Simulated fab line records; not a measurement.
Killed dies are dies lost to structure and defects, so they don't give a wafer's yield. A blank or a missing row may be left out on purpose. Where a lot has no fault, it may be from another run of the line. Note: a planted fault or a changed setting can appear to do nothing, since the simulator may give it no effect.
One fault seen from 2 desks | flow sky130 | numbers are kept per desk, each desk with only its own; the story behind them comes last

== TOOL OWNER'S DESK, hdpcvd-02 ==
The tool's own readings at SKY_VIA2_HDPCVD_00 (deposits SiO2, target thk 1180 nm, time 196.7 s): means of the sampled wafers that have a number, for each lot that ran on this tool. Marked OUT: a lot whose mean sits more than 4 standard deviations from the usual mean, which makes it out of limits; the brackets give that distance.
Columns: A = pressure mtorr at SKY_VIA2_HDPCVD_00, usual 5.998 mTorr; B = run length s at SKY_VIA2_HDPCVD_00, usual 224.7 s; C = sih4 flow sccm at SKY_VIA2_HDPCVD_00, usual 60.00 sccm
lot  | first seen here | A     | B               | C
L558 | day 35 20:27    | 5.986 | 224.9           | 59.73
L561 | day 36 04:17    | 6.006 | 224.6           | 60.04
L562 | day 37 03:55    | 6.002 | 205.1 (-37) OUT | 60.25
L566 | day 38 02:49    | 5.986 | 199.3 (-48) OUT | 59.99
L576 | day 41 06:34    | 5.986 | 224.7           | 59.97
L577 | day 41 07:37    | 5.994 | 225.1           | 59.86
L579 | day 41 16:02    | 6.001 | 224.9           | 60.10
L580 | day 42 03:15    | 5.995 | 224.7           | 59.82
Finding of this desk: L562, L566 out of limits; the first was L562 at day 37 03:55, on run length s at SKY_VIA2_HDPCVD_00. Within limits: L558, L561, L576, L577, L579, L580.

== AT THE METROLOGY DESK ==
Means of the sampled wafers that have a number, per lot and without regard to the tool the lot ran on: this is what the gauges read. Marked OUT: a lot whose mean sits more than 4 standard deviations from the usual mean, which makes it out of limits; the brackets give that distance.
Columns: A = cd nm at SKY_VIA1_CD_MEAS_12, usual 150.0 nm; B = VIA1_W_THK at SKY_VIA1_THK_MEAS_23, usual 272 nm; C = VIA2_HDPCVD_THK at SKY_VIA2_THK_MEAS_01, usual 1177 nm
lot  | first seen here | A     | B   | C
L558 | day 34 15:41    | 151.4 | 273 | 1169
L561 | day 34 23:24    | 150.8 | 272 | 1184
L562 | day 35 23:17    | 146.2 | 270 | 1070 (-9.0) OUT
L566 | day 36 23:09    | 149.6 | 272 | 1012 (-14) OUT
L567 | day 37 10:22    | 149.2 | 274 | 1167
L573 | day 39 02:52    | 150.3 | 272 | 1169
L574 | day 39 05:41    | 147.2 | 273 | 1183
L575 | day 39 19:07    | 151.6 | 277 | 1176
L576 | day 40 03:41    | 150.4 | 269 | 1171
L577 | day 40 04:35    | 148.7 | 274 | 1178
L579 | day 40 13:49    | 152.6 | 264 | 1181
L580 | day 41 00:56    | 151.9 | 270 | 1180
This desk reports L562, L566 out of limits; the earliest was L562 at day 37 04:02 (VIA2_HDPCVD_THK at SKY_VIA2_THK_MEAS_01). Within limits: L558, L561, L567, L573, L574, L575, L576, L577, L579, L580.

== BROUGHT TOGETHER ==
The tool owner's desk could have raised an alarm at day 37 03:55, on L562, L566.
Metrology desk: alarm possible at day 37 04:02 on L562, L566.
The lots listed all ran SKY_VIA2_HDPCVD_00 on hdpcvd-02.

== WHAT THE SIMULATOR HAD PUT IN ==
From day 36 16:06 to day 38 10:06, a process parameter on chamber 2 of hdpcvd-02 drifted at SKY_VIA2_HDPCVD_00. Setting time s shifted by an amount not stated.
Shown lots that were struck: L562, L566.
Time in hours from fault onset to the first out-of-limits reading at each desk: tool owner's desk 12, metrology desk 12.
